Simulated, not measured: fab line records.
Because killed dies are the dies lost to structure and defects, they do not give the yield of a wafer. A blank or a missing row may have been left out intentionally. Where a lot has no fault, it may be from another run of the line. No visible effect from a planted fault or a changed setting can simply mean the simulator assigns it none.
Chamber matching / flow gf180mcu / GF_V2_CMP_26 on cmp-01: 4 sister chambers
The step polishes, stops on SiO2, t overpolish 15 s, target thk 0 nm. 8 wafers are shown with their chamber, then 8 later ones without.

## WAFERS, EACH WITH ITS CHAMBER
wafer=L884.4; chamber=2; motor_current_A (A)=10.5; time_to_endpoint_s (s)=84
wafer=L900.6; chamber=1; motor_current_A (A)=11.2; time_to_endpoint_s (s)=84
wafer=L902.1; chamber=3; motor_current_A (A)=11.9; time_to_endpoint_s (s)=81
wafer=L902.4; chamber=1; motor_current_A (A)=11.2; time_to_endpoint_s (s)=79
wafer=L903.1; chamber=2; motor_current_A (A)=11.5; time_to_endpoint_s (s)=80
wafer=L903.4; chamber=0; motor_current_A (A)=10.6; time_to_endpoint_s (s)=84
wafer=L903.6; chamber=3; motor_current_A (A)=11.4; time_to_endpoint_s (s)=85
wafer=L904.2; chamber=0; motor_current_A (A)=11.2; time_to_endpoint_s (s)=83

## WAFERS MISSING THEIR CHAMBER
wafer=L904.4; motor_current_A (A)=11.1; time_to_endpoint_s (s)=83
wafer=L904.6; motor_current_A (A)=12.1; time_to_endpoint_s (s)=85
wafer=L905.2; motor_current_A (A)=11.0; time_to_endpoint_s (s)=86
wafer=L905.3; motor_current_A (A)=12.3; time_to_endpoint_s (s)=86
wafer=L905.4; motor_current_A (A)=11.4; time_to_endpoint_s (s)=85
wafer=L906.2; motor_current_A (A)=12.2; time_to_endpoint_s (s)=89
wafer=L906.3; motor_current_A (A)=11.0; time_to_endpoint_s (s)=86
wafer=L906.6; motor_current_A (A)=11.1; time_to_endpoint_s (s)=84

## THE CHAMBER EACH PASSED THROUGH
wafer=L904.4; from the rows above=can't be placed: 2 or 0 or 1 or 3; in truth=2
wafer=L904.6; from the rows above=can't be placed: 3 or 1 or 2 or 0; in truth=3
wafer=L905.2; from the rows above=can't be placed: 0 or 2 or 1 or 3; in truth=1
wafer=L905.3; from the rows above=can't be placed: 3 or 1 or 0 or 2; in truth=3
wafer=L905.4; from the rows above=can't be placed: 3 or 0 or 1 or 2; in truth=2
wafer=L906.2; from the rows above=can't be placed: 3 or 0 or 1 or 2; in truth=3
wafer=L906.3; from the rows above=can't be placed: 0 or 2 or 1 or 3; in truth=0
wafer=L906.6; from the rows above=can't be placed: 0 or 2 or 1 or 3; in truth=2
Placed correctly: 0 of 8. Cannot be placed on the basis of these rows: 8; the candidates contain the true chamber in 8. Placed wrongly: 0.
How it was worked out, from the rows above alone: a wafer's distance from a chamber is the root of the sum, over the readings, of the square of ((its reading less the chamber's mean) divided by the reading's scatter). The wafer belongs to the nearest chamber; if the next one is less than 2 further off, it can't be placed. Each chamber's mean is taken over the wafers shown for it. How the scatter is found: for the shown wafers, subtract from each reading the mean of its chamber, square and add these, divide the total by (wafers less chambers), then take the root.
